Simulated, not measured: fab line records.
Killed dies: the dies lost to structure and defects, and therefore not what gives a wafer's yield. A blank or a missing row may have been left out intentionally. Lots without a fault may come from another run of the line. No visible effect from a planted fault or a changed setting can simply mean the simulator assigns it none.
8D (eight disciplines) problem report, filled in by code -- flow sky130 -- the parts of the form that need people (team, actions taken, sign-off) are left out

1. THE ISSUE
Wafers without a fault read 3000.1 rpm, standard deviation 2.2; spin-speed-rpm at SKY_CAPM_COAT_07 reads a mean of 3149.6 rpm on 5 wafers belonging to 2 lots. Relative to the usual mean, that is a shift of +68 standard deviations.
The step: resist thk 1140 nm.
First seen on wafer L981.4, day 40 05:21, on litho-track-03. At this step, 35 wafers from 12 lots have a number in the record. By rule, "out" or "out of limits" means more than 4 standard deviations away from the usual mean. All remaining wafers that have a number are taken as sound.

2. WHAT THIS IS AND IS NOT
question,is,is not
which readings at this step,spin-speed-rpm,-
which lots,"L981, L986","L971, L972, L973, L977, L978, L980, L984, L990, L991, L993"
which wafers of those lots,all that have a number,-
read on which tools,litho-track-03,"litho-track-02, litho-track-04"
when,from day 40 05:21,"up to then (18 sound wafers); but 12 sound wafers of L984, L990, L991, L993 came after"

3. SUSPECTS, AND WHAT RULES EACH OUT
Counting: any tool at a process step up to the reading is kept as a suspect provided that every lot that is out went through it and no sound lot did after the first of them.
- litho-track-03 at SKY_CAPM_COAT_07 (resist thk 1140 nm): ruled out as a lasting fault. The sound lots L993 went through it after L981, its earliest lot that is out (day 40 05:21).
Left after counting: nothing in the record.

4. THE CAUSE (what the simulator had put in)
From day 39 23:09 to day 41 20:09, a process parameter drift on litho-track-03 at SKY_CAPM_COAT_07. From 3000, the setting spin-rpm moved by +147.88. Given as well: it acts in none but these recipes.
Counting ruled it out, wrongly.

5. SEQUENCE OF EFFECTS, ordered by route
One row per reading whose mean, taken over the struck wafers that have a number, lies over 3 standard deviations from the usual. Scope: only readings with a usual standard deviation given in the record; hours: median across lots of the time from each lot's start at the first step in this table that gives one to its start at this step; sigmas: change in usual standard deviations.
hours,step,reading,usual,on struck wafers,change,sigmas
0,SKY_CAPM_COAT_07,spin-speed-rpm,3000.1 rpm,3149.6,+149.5,+68
12,SKY_CAPM_STRIP_14,strip-time-to-endpoint-s,12.65 s,12.29,-0.36,-6.3
Process steps it contains:
- SKY_CAPM_COAT_07: resist thk 1140 nm.
- SKY_CAPM_STRIP_14: strips in O2/N2.
Later measuring or inspecting steps at which every struck wafer that the step has a row for has a number for every such reading, and none has moved that far: SKY_CAPM_OVL_MEAS_12.

6. HOW IT WOULD HAVE BEEN CAUGHT EARLIER
6 hours passed between the start of the fault at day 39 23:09 and the first reading out of limits in this record, taken at day 40 05:21.
